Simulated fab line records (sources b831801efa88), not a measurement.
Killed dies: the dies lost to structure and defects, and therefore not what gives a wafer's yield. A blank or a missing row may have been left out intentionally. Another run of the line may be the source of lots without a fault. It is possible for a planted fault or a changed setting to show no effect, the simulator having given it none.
Struck lot and sound lot, side by side | flow sky130 | 16 out of 708 route steps
Sound: wafers L276.1, L276.3, L276.4. Wafers L287.3, L287.5, L287.6 were the ones struck. At the end, the cause is stated.
Each step with rows lists, per side, the tool, then ch with its chambers, then its first start. Under that, the readings that differ: sound wafers | struck wafers | difference of the means | sigmas: that difference in standard deviations of wafers without a fault.
alike: words and numbers the same on both sides, and readings whose means are apart by under 2 such deviations; not compared: readings that were withheld, readings missing a value for some wafer, numbers with overlapping values and no deviation given by the record, and bounds like >300 which may hide the same value.
A row with sigmas, a row that says differs or no value, or rows on one side alone: a step with any of these is where the two part. When numbers do not overlap yet have no deviation, they are printed without sigmas and do not part them. A reading that every wafer of one side lacks parts them only if that side has two wafers or more.

first, 1 step without rows for these wafers: SKY_FIELD_ISO_CVD_03 (deposits Si3N4 from DCS/NH3, target thk 165 nm, time 2830 s).
SKY_FIELD_ISO_THK_MEAS_04:
  struck on film-metro-04, day 3 21:58; sound on film-metro-03, day 1 16:07
  reading                   | sound             | struck            | difference | sigmas
  FIELD_ISO_CVD_03_THK (nm) | 167.3 167.9 166.6 | 165.0 163.5 162.6 | -3.6       | -2
then, 8 steps without rows for these wafers: SKY_FIELD_ISO_DEHYDRATE_05 (time 60 s); SKY_FIELD_ISO_HMDS_06 (prime time 60 s); SKY_FIELD_ISO_COAT_07 (resist thk 60 nm); SKY_FIELD_ISO_COAT_08 (resist thk 450 nm); SKY_FIELD_ISO_SOFTBAKE_09 (time 90 s); SKY_FIELD_ISO_EXPOSE_10 (exposes mask FOM, target cd 150 nm); SKY_FIELD_ISO_PEB_11; SKY_FIELD_ISO_DEVELOP_12 (develop time 60 s).
SKY_FIELD_ISO_CD_MEAS_13: the cd target is 150 nm.
  struck on cd-sem-01, day 4 14:43; sound on cd-sem-02, day 2 06:22
  alike: cd-nm
SKY_FIELD_ISO_ETCH_14: etches BARC in N2/H2, stops on SiO2, time 45.9 s, target depth 60 nm.
  sound on rie-diel-04 ch 0,1,3, day 2 06:29; struck on rie-diel-04 ch 1,2,3, day 4 14:47
  alike: bias-w, chamber-pressure-mTorr, drypump-motor-current-A, n2-flow-sccm, oes-product-au, throttle-valve-pct
  not compared: rf-hours-counter-h
SKY_FIELD_ISO_ETCH_15: etches the open film in CHF3/O2, stops on Si, target depth 180 nm, time 72 s.
  sound on rie-diel-04 ch 0,1,3, day 2 06:32; struck on rie-diel-04 ch 1,2,3, day 4 14:50
  no value came back on the struck wafers for any of 6 readings (O2_flow_sccm (sccm), bias-w (W) and others); on the sound wafers O2_flow_sccm (sccm) reads 4.999 4.998 5.001
  reading                                          | sound             | struck            | difference | sigmas
  model.KrF-thick_of_FIELD_ISO_COAT_08.thk-nm (nm) | 234.6 241.9 242.2 | 390.6 392.4 393.9 | +152.7     |
SKY_FIELD_ISO_STRIP_16: strips in O2/N2.
  sound on plasma-asher-02 ch 0,1, day 2 06:35; struck on plasma-asher-01 ch 0,1, day 4 14:55
  reading                      | sound             | struck            | difference | sigmas
  drypump-motor-current-A (A)  | 6.4 6.0 6.4       | 5.0 5.0 5.6       | -1.1       | -2
  oes-product-au (a.u.)        | 0.385 0.376 0.376 | 0.440 0.444 0.445 | +0.064     | +14
  strip-time-to-endpoint-s (s) | 3.53 3.60 3.60    | 5.17 5.18 5.21    | +1.61      | +49
  alike: n2-flow-sccm
  not compared: rf-hours-counter-h
SKY_FIELD_ISO_ETCH_17: etches Si in HBr/Cl2/O2, target depth 342 nm, time 97.7 s.
  sound on rie-si-01 ch 0,1, day 2 06:41; struck on rie-si-02 ch 1,2,3, day 4 14:59
  alike: HBr_flow_sccm, O2_flow_sccm, drypump-motor-current-A, oes-product-au, throttle-valve-pct
  not compared: rf-hours-counter-h
-- a jump in the record: the struck wafers' starts before and after are 44 days apart (it breaks off in module FIELD_ISO and resumes in module PAD_OPEN, where the first step shown is number 708 of the route) --
SKY_PAD_OPEN_PROBE_99:
  struck on prober-02, day 48 13:20; sound on prober-01, day 45 09:14
  reading             | sound    | struck      | difference | sigmas
  killed-at-front-end | 21 14 15 | 408 430 442 | +410       | +99 or more
  killed-dies         | 89 87 80 | 492 492 492 | +407       | +42
  killed-on-rim       | 19 19 17 | 96 96 96    | +78        | +20
  alike: killed_at_M0_to_M3, killed_at_M4_up, killed-at-contacts, killed-at-other, killed-open, killed-short

## WHERE THEY PART
Earliest at SKY_FIELD_ISO_THK_MEAS_04; latest, in this record, at SKY_PAD_OPEN_PROBE_99.

WHY: whatever the simulator had introduced
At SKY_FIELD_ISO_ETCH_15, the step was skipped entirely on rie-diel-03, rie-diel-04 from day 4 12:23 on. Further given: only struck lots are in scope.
